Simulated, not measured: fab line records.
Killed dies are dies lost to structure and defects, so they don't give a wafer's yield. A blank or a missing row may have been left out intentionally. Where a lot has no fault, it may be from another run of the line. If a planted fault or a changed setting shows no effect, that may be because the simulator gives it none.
The tool behind it: which one? :: flow sky130 :: 12 lots with 36 wafers sampled at 5 steps, on a route of 708 steps

== WHAT EACH GAUGE READ, for each wafer ==
Not one reading of a measure or inspect step in the record can be checked against a usual standard deviation.

== WHICH TOOL RAN EACH LOT (tool, then ch and the chambers of the sampled wafers, then the start) ==
lot: L941
SKY_METAL3_ETCH_17: rieDiel-01 ch 1,2,3, day 39 05:25
SKY_VIA4_CMP_21: cmp-02 ch 0,1,3, day 43 10:46
SKY_METAL5_SPUTTER_02: pvdSputter-03, day 43 11:04
SKY_PASSIVATION_STRIP_12: plasmaAsher-04 ch 0,1, day 45 08:39
SKY_PAD_OPEN_PROBE_99: prober-02, day 46 08:09

lot: L942
SKY_METAL3_ETCH_17: rieDiel-02 ch 0,2,3, day 39 15:22
SKY_VIA4_CMP_21: cmp-01 ch 0,1,2, day 43 21:40
SKY_METAL5_SPUTTER_02: pvdSputter-03, day 43 21:55
SKY_PASSIVATION_STRIP_12: plasmaAsher-04 ch 0,1, day 45 19:12
SKY_PAD_OPEN_PROBE_99: prober-01, day 46 18:11

lot: L943
SKY_METAL3_ETCH_17: rieDiel-04 ch 0,2,3, day 39 23:32
SKY_VIA4_CMP_21: cmp-01 ch 0,2,3, day 44 06:32
SKY_METAL5_SPUTTER_02: pvdSputter-01, day 44 06:47
SKY_PASSIVATION_STRIP_12: plasmaAsher-04 ch 0,1, day 46 02:42
SKY_PAD_OPEN_PROBE_99: prober-02, day 47 01:24

lot: L946
SKY_METAL3_ETCH_17: rieDiel-01 ch 1,2,3, day 40 23:31
SKY_VIA4_CMP_21: cmp-02 ch 1,2,3, day 45 07:35
SKY_METAL5_SPUTTER_02: pvdSputter-01, day 45 07:56
SKY_PASSIVATION_STRIP_12: plasmaAsher-03 ch 0,1, day 47 02:21
SKY_PAD_OPEN_PROBE_99: prober-01, day 48 00:06

lot: L949
SKY_METAL3_ETCH_17: rieDiel-01 ch 0,2,3, day 41 23:58
SKY_VIA4_CMP_21: cmp-01 ch 1,2,3, day 45 23:53
SKY_METAL5_SPUTTER_02: pvdSputter-01, day 46 00:11
SKY_PASSIVATION_STRIP_12: plasmaAsher-02 ch 0,1, day 47 18:12
SKY_PAD_OPEN_PROBE_99: prober-02, day 48 15:08

lot: L950
SKY_METAL3_ETCH_17: rieDiel-04 ch 1,2, day 42 11:34
SKY_VIA4_CMP_21: cmp-02 ch 0,3, day 46 10:27
SKY_METAL5_SPUTTER_02: pvdSputter-02, day 46 10:48
SKY_PASSIVATION_STRIP_12: plasmaAsher-02 ch 0,1, day 48 04:32
SKY_PAD_OPEN_PROBE_99: prober-01, day 49 01:19

lot: L956
SKY_METAL3_ETCH_17: rieDiel-02 ch 1,2,3, day 43 20:04
SKY_VIA4_CMP_21: cmp-01 ch 0,1,3, day 47 15:22
SKY_METAL5_SPUTTER_02: pvdSputter-02, day 47 15:40
SKY_PASSIVATION_STRIP_12: plasmaAsher-04 ch 0,1, day 49 05:30
SKY_PAD_OPEN_PROBE_99: prober-01, day 50 02:03

lot: L955
SKY_METAL3_ETCH_17: rieDiel-04 ch 0,2,3, day 43 22:07
SKY_VIA4_CMP_21: cmp-02 ch 2,3, day 47 16:14
SKY_METAL5_SPUTTER_02: pvdSputter-03, day 47 16:35
SKY_PASSIVATION_STRIP_12: plasmaAsher-02 ch 0,1, day 49 07:01
SKY_PAD_OPEN_PROBE_99: prober-01, day 50 03:36

lot: L959
SKY_METAL3_ETCH_17: rieDiel-04 ch 0,2,3, day 44 10:16
SKY_VIA4_CMP_21: cmp-02 ch 0,1,3, day 48 03:52
SKY_METAL5_SPUTTER_02: pvdSputter-02, day 48 04:04
SKY_PASSIVATION_STRIP_12: plasmaAsher-04 ch 0,1, day 49 17:34
SKY_PAD_OPEN_PROBE_99: prober-02, day 50 13:27

lot: L960
SKY_METAL3_ETCH_17: rieDiel-04 ch 0,1,3, day 44 13:10
SKY_VIA4_CMP_21: cmp-02 ch 0,2,3, day 48 06:43
SKY_METAL5_SPUTTER_02: pvdSputter-02, day 48 06:58
SKY_PASSIVATION_STRIP_12: plasmaAsher-04 ch 0,1, day 49 20:20
SKY_PAD_OPEN_PROBE_99: prober-01, day 50 15:40

lot: L961
SKY_METAL3_ETCH_17: rieDiel-04 ch 0,2,3, day 45 04:01
SKY_VIA4_CMP_21: cmp-01 ch 0,1,2, day 48 17:07
SKY_METAL5_SPUTTER_02: pvdSputter-02, day 48 17:25
SKY_PASSIVATION_STRIP_12: plasmaAsher-03 ch 0,1, day 50 06:00
SKY_PAD_OPEN_PROBE_99: prober-02, day 51 00:25

lot: L962
SKY_METAL3_ETCH_17: rieDiel-04 ch 0,2,3, day 45 05:52
SKY_VIA4_CMP_21: cmp-01 ch 2,3, day 48 21:46
SKY_METAL5_SPUTTER_02: pvdSputter-03, day 48 22:07
SKY_PASSIVATION_STRIP_12: plasmaAsher-04 ch 0,1, day 50 10:45
SKY_PAD_OPEN_PROBE_99: prober-01, day 51 04:00
- SKY_METAL3_ETCH_17: etches SiO2 in C4F8/O2/Ar, stops on TiN, time 3.9 s, target depth 15 nm.
- SKY_VIA4_CMP_21: polishes, stops on SiO2, t overpolish 25 s, target thk 0 nm.
- SKY_METAL5_SPUTTER_02: material AlCu, target thk 1150 nm, time 61.2 s.
- SKY_PASSIVATION_STRIP_12: strips in O2/N2.
- SKY_PAD_OPEN_PROBE_99

== AS READ BY THE TOOLS THEMSELVES (means over the sampled wafers that have a number; for cases with no such wafer, the mark the record gives instead) ==
SKY_METAL3_ETCH_17. Usual: 0.754 a.u. for oesProductAu, sd 0.0069.
lot: L941
tool: rieDiel-01
oesProductAu (a.u.): 0.755
flag: 

lot: L942
tool: rieDiel-02
oesProductAu (a.u.): 0.758
flag: 

lot: L943
tool: rieDiel-04
oesProductAu (a.u.): 0.758
flag: 

lot: L946
tool: rieDiel-01
oesProductAu (a.u.): 0.747
flag: 

lot: L949
tool: rieDiel-01
oesProductAu (a.u.): 0.753
flag: 

lot: L950
tool: rieDiel-04
oesProductAu (a.u.): 0.757
flag: 

lot: L956
tool: rieDiel-02
oesProductAu (a.u.): 0.748
flag: 

lot: L955
tool: rieDiel-04
oesProductAu (a.u.): 0.750
flag: 

lot: L959
tool: rieDiel-04
oesProductAu (a.u.): 0.752
flag: 

lot: L960
tool: rieDiel-04
oesProductAu (a.u.): 0.758
flag: 

lot: L961
tool: rieDiel-04
oesProductAu (a.u.): 0.752
flag: 

lot: L962
tool: rieDiel-04
oesProductAu (a.u.): 0.756
flag: 

SKY_VIA4_CMP_21. Usual: edgeZonePressureFrac 1.000, standard deviation 0.0053; motorCurrentA 10.2 A, standard deviation 0.92; overpolishRunS 25.000 s, standard deviation 0.0087; timeToEndpointS 123 s, standard deviation 3.8.
lot: L941
tool: cmp-02
edgeZonePressureFrac: 0.998
motorCurrentA (A): 10.4
overpolishRunS (s): 25.002
timeToEndpointS (s): 123
flag: 

lot: L942
tool: cmp-01
edgeZonePressureFrac: 0.991
motorCurrentA (A): 10.0
overpolishRunS (s): 24.993
timeToEndpointS (s): 116
flag: 

lot: L943
tool: cmp-01
edgeZonePressureFrac: 1.002
motorCurrentA (A): 9.6
overpolishRunS (s): 25.001
timeToEndpointS (s): 125
flag: 

lot: L946
tool: cmp-02
edgeZonePressureFrac: 1.000
motorCurrentA (A): 10.5
overpolishRunS (s): 25.000
timeToEndpointS (s): 126
flag: 

lot: L949
tool: cmp-01
edgeZonePressureFrac: 1.008
motorCurrentA (A): 10.1
overpolishRunS (s): 25.000
timeToEndpointS (s): 120
flag: 

lot: L950
tool: cmp-02
edgeZonePressureFrac: 1.005
motorCurrentA (A): 9.9
overpolishRunS (s): 25.001
timeToEndpointS (s): 125
flag: 

lot: L956
tool: cmp-01
edgeZonePressureFrac: 1.000
motorCurrentA (A): 10.1
overpolishRunS (s): 24.994
timeToEndpointS (s): 124
flag: 

lot: L955
tool: cmp-02
edgeZonePressureFrac: 0.995
motorCurrentA (A): 10.6
overpolishRunS (s): 24.995
timeToEndpointS (s): 130
flag: 

lot: L959
tool: cmp-02
edgeZonePressureFrac: 1.002
motorCurrentA (A): 10.3
overpolishRunS (s): 24.997
timeToEndpointS (s): 124
flag: 

lot: L960
tool: cmp-02
edgeZonePressureFrac: 0.999
motorCurrentA (A): 10.2
overpolishRunS (s): 24.997
timeToEndpointS (s): 121
flag: 

lot: L961
tool: cmp-01
edgeZonePressureFrac: 0.998
motorCurrentA (A): 10.1
overpolishRunS (s): 25.008
timeToEndpointS (s): 124
flag: 

lot: L962
tool: cmp-01
edgeZonePressureFrac: 1.004
motorCurrentA (A): 9.1
overpolishRunS (s): 24.997
timeToEndpointS (s): 119
flag: 

SKY_METAL5_SPUTTER_02. Usual: 30.6 % for throttleValvePct, sd 1.
lot: L941
tool: pvdSputter-03
throttleValvePct (%): 31.4
flag: 

lot: L942
tool: pvdSputter-03
throttleValvePct (%): 30.9
flag: 

lot: L943
tool: pvdSputter-01
throttleValvePct (%): 30.7
flag: 

lot: L946
tool: pvdSputter-01
throttleValvePct (%): 30.4
flag: 

lot: L949
tool: pvdSputter-01
throttleValvePct (%): 29.4
flag: 

lot: L950
tool: pvdSputter-02
throttleValvePct (%): 30.2
flag: 

lot: L956
tool: pvdSputter-02
throttleValvePct (%): 29.7
flag: 

lot: L955
tool: pvdSputter-03
throttleValvePct (%): 31.9
flag: 

lot: L959
tool: pvdSputter-02
throttleValvePct (%): 30.5
flag: 

lot: L960
tool: pvdSputter-02
throttleValvePct (%): 30.3
flag: 

lot: L961
tool: pvdSputter-02
throttleValvePct (%): 30.1
flag: 

lot: L962
tool: pvdSputter-03
throttleValvePct (%): 31.2
flag: 

SKY_PASSIVATION_STRIP_12. Usual: drypumpMotorCurrentA 5.7 A, standard deviation 0.45; oesProductAu 0.662 a.u., standard deviation 0.0049; stripTimeToEndpointS 31.49 s, standard deviation 0.12.
lot: L941
tool: plasmaAsher-04
drypumpMotorCurrentA (A): 5.8
oesProductAu (a.u.): 0.658
stripTimeToEndpointS (s): 31.35
flag: 

lot: L942
tool: plasmaAsher-04
drypumpMotorCurrentA (A): 6.0
oesProductAu (a.u.): 0.663
stripTimeToEndpointS (s): 31.49
flag: 

lot: L943
tool: plasmaAsher-04
drypumpMotorCurrentA (A): 5.7
oesProductAu (a.u.): 0.659
stripTimeToEndpointS (s): 31.55
flag: 

lot: L946
tool: plasmaAsher-03
drypumpMotorCurrentA (A): 6.2
oesProductAu (a.u.): 0.663
stripTimeToEndpointS (s): 31.56
flag: 

lot: L949
tool: plasmaAsher-02
drypumpMotorCurrentA (A): 5.2
oesProductAu (a.u.): 0.658
stripTimeToEndpointS (s): 31.35
flag: 

lot: L950
tool: plasmaAsher-02
drypumpMotorCurrentA (A): 5.2
oesProductAu (a.u.): 0.661
stripTimeToEndpointS (s): 31.51
flag: 

lot: L956
tool: plasmaAsher-04
drypumpMotorCurrentA (A): 5.8
oesProductAu (a.u.): 0.660
stripTimeToEndpointS (s): 31.58
flag: 

lot: L955
tool: plasmaAsher-02
drypumpMotorCurrentA (A): 5.2
oesProductAu (a.u.): 0.662
stripTimeToEndpointS (s): 31.43
flag: 

lot: L959
tool: plasmaAsher-04
drypumpMotorCurrentA (A): 5.7
oesProductAu (a.u.): 0.664
stripTimeToEndpointS (s): 31.51
flag: 

lot: L960
tool: plasmaAsher-04
drypumpMotorCurrentA (A): 6.0
oesProductAu (a.u.): 0.665
stripTimeToEndpointS (s): 31.51
flag: 

lot: L961
tool: plasmaAsher-03
drypumpMotorCurrentA (A): 6.2
oesProductAu (a.u.): 0.662
stripTimeToEndpointS (s): 31.55
flag: 

lot: L962
tool: plasmaAsher-04
drypumpMotorCurrentA (A): 5.8
oesProductAu (a.u.): 0.661
stripTimeToEndpointS (s): 31.33
flag: 

SKY_PAD_OPEN_PROBE_99. Usual: defectLimitedYield 82.5 %, standard deviation 2.1; killed_at_M0_to_M3 43, standard deviation 7.7; killed_at_M4_up 3.4, standard deviation 1.9; killedAtContacts 25, standard deviation 5.6; killedAtFrontEnd 14, standard deviation 4.3; killedAtOther 0.2, standard deviation 0.5; killedDies 86, standard deviation 10; killedOpen 47, standard deviation 7.2; killedShort 39, standard deviation 6.7; sort_bin_3_pad_short 0.9 %, standard deviation 0.46; sort_bin_5_function 10.4 %, standard deviation 1.5; sort_bin_6_memory 6.2 %, standard deviation 1.2; sortNPass 406, standard deviation 10; sortYieldPct 82.5 %, standard deviation 2.1.
lot: L941
tool: prober-02
defectLimitedYield (%): 82.0
killed_at_M0_to_M3: 45
killed_at_M4_up: 2.7
killedAtContacts: 30
killedAtFrontEnd: 11
killedAtOther: 0.0
killedDies: 89
killedOpen: 51
killedShort: 38
sort_bin_3_pad_short (%): 1.1
sort_bin_5_function (%): 10.2
sort_bin_6_memory (%): 6.6
sortNPass: 403
sortYieldPct (%): 82.0
flag: 

lot: L942
tool: prober-01
defectLimitedYield (%): 80.2
killed_at_M0_to_M3: 43
killed_at_M4_up: 4.3
killedAtContacts: 35
killedAtFrontEnd: 14
killedAtOther: 0.0
killedDies: 97
killedOpen: 47
killedShort: 50
sort_bin_3_pad_short (%): 0.8
sort_bin_5_function (%): 12.3
sort_bin_6_memory (%): 6.7
sortNPass: 395
sortYieldPct (%): 80.2
flag: 

lot: L943
tool: prober-02
defectLimitedYield (%): 82.3
killed_at_M0_to_M3: 43
killed_at_M4_up: 3.7
killedAtContacts: 28
killedAtFrontEnd: 12
killedAtOther: 0.0
killedDies: 87
killedOpen: 49
killedShort: 38
sort_bin_3_pad_short (%): 0.7
sort_bin_5_function (%): 10.8
sort_bin_6_memory (%): 6.2
sortNPass: 405
sortYieldPct (%): 82.3
flag: 

lot: L946
tool: prober-01
defectLimitedYield (%): 76.7
killed_at_M0_to_M3: 73
killed_at_M4_up: 1.7
killedAtContacts: 23
killedAtFrontEnd: 16
killedAtOther: 0.3
killedDies: 115
killedOpen: 48
killedShort: 35
sort_bin_3_pad_short (%): 2.1
sort_bin_5_function (%): 14.4
sort_bin_6_memory (%): 6.8
sortNPass: 377
sortYieldPct (%): 76.7
flag: OFF

lot: L949
tool: prober-02
defectLimitedYield (%): 77.2
killed_at_M0_to_M3: 74
killed_at_M4_up: 1.7
killedAtContacts: 24
killedAtFrontEnd: 12
killedAtOther: 0.0
killedDies: 112
killedOpen: 41
killedShort: 34
sort_bin_3_pad_short (%): 2.3
sort_bin_5_function (%): 14.7
sort_bin_6_memory (%): 5.8
sortNPass: 380
sortYieldPct (%): 77.2
flag: OFF

lot: L950
tool: prober-01
defectLimitedYield (%): 86.3
killed_at_M0_to_M3: 35
killed_at_M4_up: 3.3
killedAtContacts: 18
killedAtFrontEnd: 11
killedAtOther: 0.7
killedDies: 68
killedOpen: 40
killedShort: 28
sort_bin_3_pad_short (%): 0.5
sort_bin_5_function (%): 8.4
sort_bin_6_memory (%): 4.8
sortNPass: 424
sortYieldPct (%): 86.3
flag: 

lot: L956
tool: prober-01
defectLimitedYield (%): 80.8
killed_at_M0_to_M3: 46
killed_at_M4_up: 5.0
killedAtContacts: 29
killedAtFrontEnd: 14
killedAtOther: 0.0
killedDies: 94
killedOpen: 50
killedShort: 44
sort_bin_3_pad_short (%): 0.6
sort_bin_5_function (%): 11.5
sort_bin_6_memory (%): 7.1
sortNPass: 398
sortYieldPct (%): 80.8
flag: 

lot: L955
tool: prober-01
defectLimitedYield (%): 82.2
killed_at_M0_to_M3: 43
killed_at_M4_up: 3.3
killedAtContacts: 24
killedAtFrontEnd: 16
killedAtOther: 0.7
killedDies: 87
killedOpen: 48
killedShort: 39
sort_bin_3_pad_short (%): 0.9
sort_bin_5_function (%): 10.5
sort_bin_6_memory (%): 6.3
sortNPass: 405
sortYieldPct (%): 82.2
flag: 

lot: L959
tool: prober-02
defectLimitedYield (%): 82.9
killed_at_M0_to_M3: 43
killed_at_M4_up: 4.0
killedAtContacts: 23
killedAtFrontEnd: 13
killedAtOther: 0.0
killedDies: 84
killedOpen: 47
killedShort: 37
sort_bin_3_pad_short (%): 0.9
sort_bin_5_function (%): 9.9
sort_bin_6_memory (%): 6.2
sortNPass: 408
sortYieldPct (%): 82.9
flag: 

lot: L960
tool: prober-01
defectLimitedYield (%): 81.8
killed_at_M0_to_M3: 42
killed_at_M4_up: 4.3
killedAtContacts: 29
killedAtFrontEnd: 13
killedAtOther: 0.3
killedDies: 89
killedOpen: 51
killedShort: 39
sort_bin_3_pad_short (%): 0.7
sort_bin_5_function (%): 9.6
sort_bin_6_memory (%): 7.9
sortNPass: 403
sortYieldPct (%): 81.8
flag: 

lot: L961
tool: prober-02
defectLimitedYield (%): 83.5
killed_at_M0_to_M3: 38
killed_at_M4_up: 3.3
killedAtContacts: 23
killedAtFrontEnd: 17
killedAtOther: 0.0
killedDies: 81
killedOpen: 42
killedShort: 39
sort_bin_3_pad_short (%): 1.0
sort_bin_5_function (%): 9.8
sort_bin_6_memory (%): 5.7
sortNPass: 411
sortYieldPct (%): 83.5
flag: 

lot: L962
tool: prober-01
defectLimitedYield (%): 83.1
killed_at_M0_to_M3: 40
killed_at_M4_up: 2.7
killedAtContacts: 26
killedAtFrontEnd: 15
killedAtOther: 0.0
killedDies: 83
killedOpen: 47
killedShort: 36
sort_bin_3_pad_short (%): 0.4
sort_bin_5_function (%): 9.2
sort_bin_6_memory (%): 7.3
sortNPass: 409
sortYieldPct (%): 83.1
flag: 

== THE ANSWER, worked out from the rows above alone ==
Rule: take the mean of a lot's wafers that have a number; if it is more than 3 standard deviations from the usual mean, the lot is off. A lot without any number at a reading at which 4 lots or more have one is off too. All remaining lots with rows at the step are treated as sound. After the gauges, taken in route order, come the tools' own readings; for these a lot's mean is taken, as printed above. The first step at which some lot is off is used, and at that step the reading that is off furthest; a lot without a number counts as furthest.
Off, at SKY_PAD_OPEN_PROBE_99 on killed_at_M0_to_M3: L946, L949.
If a tool, at that step or one of the process steps before it, ran each lot that is off and ran no sound lot following the first of them, it fits. Undecided on this evidence; 2 tools fit (rieDiel-01 at SKY_METAL3_ETCH_17, pvdSputter-01 at SKY_METAL5_SPUTTER_02).

== WHAT THE SIMULATOR HAD INSERTED ==
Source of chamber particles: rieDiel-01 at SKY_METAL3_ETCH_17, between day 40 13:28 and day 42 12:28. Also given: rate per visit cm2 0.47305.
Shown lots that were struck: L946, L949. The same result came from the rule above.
